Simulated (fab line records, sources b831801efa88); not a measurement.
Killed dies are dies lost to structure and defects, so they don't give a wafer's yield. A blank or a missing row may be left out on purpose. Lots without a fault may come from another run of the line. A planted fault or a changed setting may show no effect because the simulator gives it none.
Which tool did it? | flow gf180mcu | 12 lots, 36 wafers sampled, at 4 steps of a route of 602

WHAT THE GAUGES READ, wafer by wafer
GF_M5_CD_MEAS_07: target cd 280 nm.
lot  | measured     | on        | cd_nm (nm)
L780 | day 26 08:02 | cd_sem-01 | 281.2 282.1 280.9
L781 | day 26 20:13 | cd_sem-01 | 280.5 281.2 279.5
L782 | day 26 20:52 | cd_sem-01 | 279.4 279.6 281.1
L784 | day 27 15:12 | cd_sem-01 | 280.2 280.2 280.0
L785 | day 27 22:17 | cd_sem-02 | 280.9 281.5 281.1
L787 | day 28 15:11 | cd_sem-01 | 279.4 279.4 279.9
L789 | day 29 08:57 | cd_sem-02 | 280.7 281.3 281.0
L791 | day 29 17:52 | cd_sem-01 | 281.2 280.2 281.8
L793 | day 30 05:36 | cd_sem-01 | 281.9 281.1 280.7
L797 | day 31 09:18 | cd_sem-02 | 271.1 270.6 270.8
L798 | day 32 00:49 | cd_sem-02 | 272.0 271.2 271.4
L800 | day 32 05:31 | cd_sem-02 | 270.2 271.2 269.9

GF_M5_OVL_MEAS_08.
lot  | measured     | on         | M5_OVL (nm)
L780 | day 26 08:09 | overlay-02 | -1 0 3
L781 | day 26 20:20 | overlay-01 | 11 -2 1
L782 | day 26 20:59 | overlay-02 | -8 -9 -9
L784 | day 27 15:19 | overlay-01 | -7 -14 -7
L785 | day 27 22:23 | overlay-02 | -9 -3 -2
L787 | day 28 15:18 | overlay-02 | -4 -9 -11
L789 | day 29 09:03 | overlay-01 | -1 7 5
L791 | day 29 17:56 | overlay-02 | 6 4 -1
L793 | day 30 05:43 | overlay-02 | -7 -11 -7
L797 | day 31 09:25 | overlay-02 | 5 8 6
L798 | day 32 00:56 | overlay-02 | 3 0 7
L800 | day 32 05:35 | overlay-01 | -3 -1 2

WHICH TOOL RAN EACH LOT (tool, then ch and the chambers of the sampled wafers, then the start)
lot  | GF_MIM_SPUTTER_07            | GF_M5_PEB_05
L780 | pvd_sputter-02, day 24 14:13 | litho_track-02 ch 0, day 26 07:41
L781 | pvd_sputter-03, day 25 01:28 | litho_track-03 ch 0, day 26 19:52
L782 | pvd_sputter-03, day 25 01:54 | litho_track-03 ch 0, day 26 20:31
L784 | pvd_sputter-01, day 25 22:11 | litho_track-02 ch 0, day 27 14:52
L785 | pvd_sputter-01, day 26 04:41 | litho_track-03 ch 0, day 27 21:56
L787 | pvd_sputter-02, day 26 22:31 | litho_track-04 ch 0, day 28 14:50
L789 | pvd_sputter-01, day 27 18:07 | litho_track-04 ch 0, day 29 08:37
L791 | pvd_sputter-01, day 28 03:03 | litho_track-03 ch 0, day 29 17:33
L793 | pvd_sputter-02, day 28 14:59 | litho_track-03 ch 0, day 30 05:15
L797 | pvd_sputter-03, day 29 20:23 | litho_track-03 ch 0, day 31 08:57
L798 | pvd_sputter-01, day 30 13:37 | litho_track-03 ch 0, day 32 00:29
L800 | pvd_sputter-01, day 30 18:20 | litho_track-03 ch 0, day 32 05:12
- GF_MIM_SPUTTER_07: material TiN, target thk 60 nm, time 50 s.
- GF_M5_PEB_05: peb time 90 s.

WHAT THE TOOLS THEMSELVES READ (means of the sampled wafers that have a number; where no wafer has one, the mark that the record gives instead)
GF_MIM_SPUTTER_07.
lot  | tool           | throttle_valve_pct (%)
L780 | pvd_sputter-02 | 29.4
L781 | pvd_sputter-03 | 32.5
L782 | pvd_sputter-03 | 29.0
L784 | pvd_sputter-01 | 29.7
L785 | pvd_sputter-01 | 29.8
L787 | pvd_sputter-02 | 30.6
L789 | pvd_sputter-01 | 30.0
L791 | pvd_sputter-01 | 29.5
L793 | pvd_sputter-02 | 30.8
L797 | pvd_sputter-03 | 31.6
L798 | pvd_sputter-01 | 29.8
L800 | pvd_sputter-01 | 28.8

GF_M5_PEB_05.
lot  | tool           | heater_power_total_W (W) | plate_temp_C (C)
L780 | litho_track-02 | 85.63                    | 134.97
L781 | litho_track-03 | 85.65                    | 135.02
L782 | litho_track-03 | 85.78                    | 134.98
L784 | litho_track-02 | 85.70                    | 134.85
L785 | litho_track-03 | 85.71                    | 134.91
L787 | litho_track-04 | 85.79                    | 134.94
L789 | litho_track-04 | 85.67                    | 134.82
L791 | litho_track-03 | 85.71                    | 135.11
L793 | litho_track-03 | 85.74                    | 134.87
L797 | litho_track-03 | 90.38                    | 140.75
L798 | litho_track-03 | 90.43                    | 140.70
L800 | litho_track-03 | 90.43                    | 140.60

THE ANSWER, worked out from the rows above alone
Rule: what is usual is taken from the lots themselves. Put in order of their means at a reading, lots are off if they are a third of the lots or fewer, leave a main group of 4 or more, and stand apart from it by a gap of 3 or more times the standard deviation of the main group's means; of several such gaps the widest counts. A main group whose means are all the same, to the digits that the tables above print for the reading, isn't used. A lot without any number at a reading at which 4 lots or more have one is off too. The other lots that the step has rows for count as sound. The gauges are gone through in route order, then the tools' own readings, and for those a lot's mean is taken as printed above. The first step at which some lot is off is used, and at that step the reading that is off furthest; a lot without a number counts as furthest.
Off: L797, L798, L800, at GF_M5_CD_MEAS_07 (cd_nm). The main group: mean 280.7 nm, standard deviation 0.61.
A tool fits if, at a process step before that reading, it ran every lot that is off, and no sound lot after the first of them. The gauges at GF_M5_CD_MEAS_07 aren't tried: what is off there is off at GF_M5_PEB_05 too, on other tools, and a gauge's error can't cause that. One fits: litho_track-03 at GF_M5_PEB_05. Its last sound lot is L793 (day 30 05:15), its first lot that is off L797 (day 31 08:57): a fault that began between those two fits.
The tool's own readings at GF_M5_PEB_05 bear it out: on the lots that are off they differ by more than 5 times the standard deviation of the sound lots' means. heater_power_total_W reads 90.41 W there against 85.71 W on the sound lots; plate_temp_C reads 140.68 C there against 134.94 C on the sound lots.

WHAT THE SIMULATOR HAD PUT IN
Process parameter drift: litho_track-03, from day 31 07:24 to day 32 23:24, at GF_M5_PEB_05. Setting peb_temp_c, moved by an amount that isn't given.
Lots struck among those shown: L797, L798, L800. The rule above found the same.
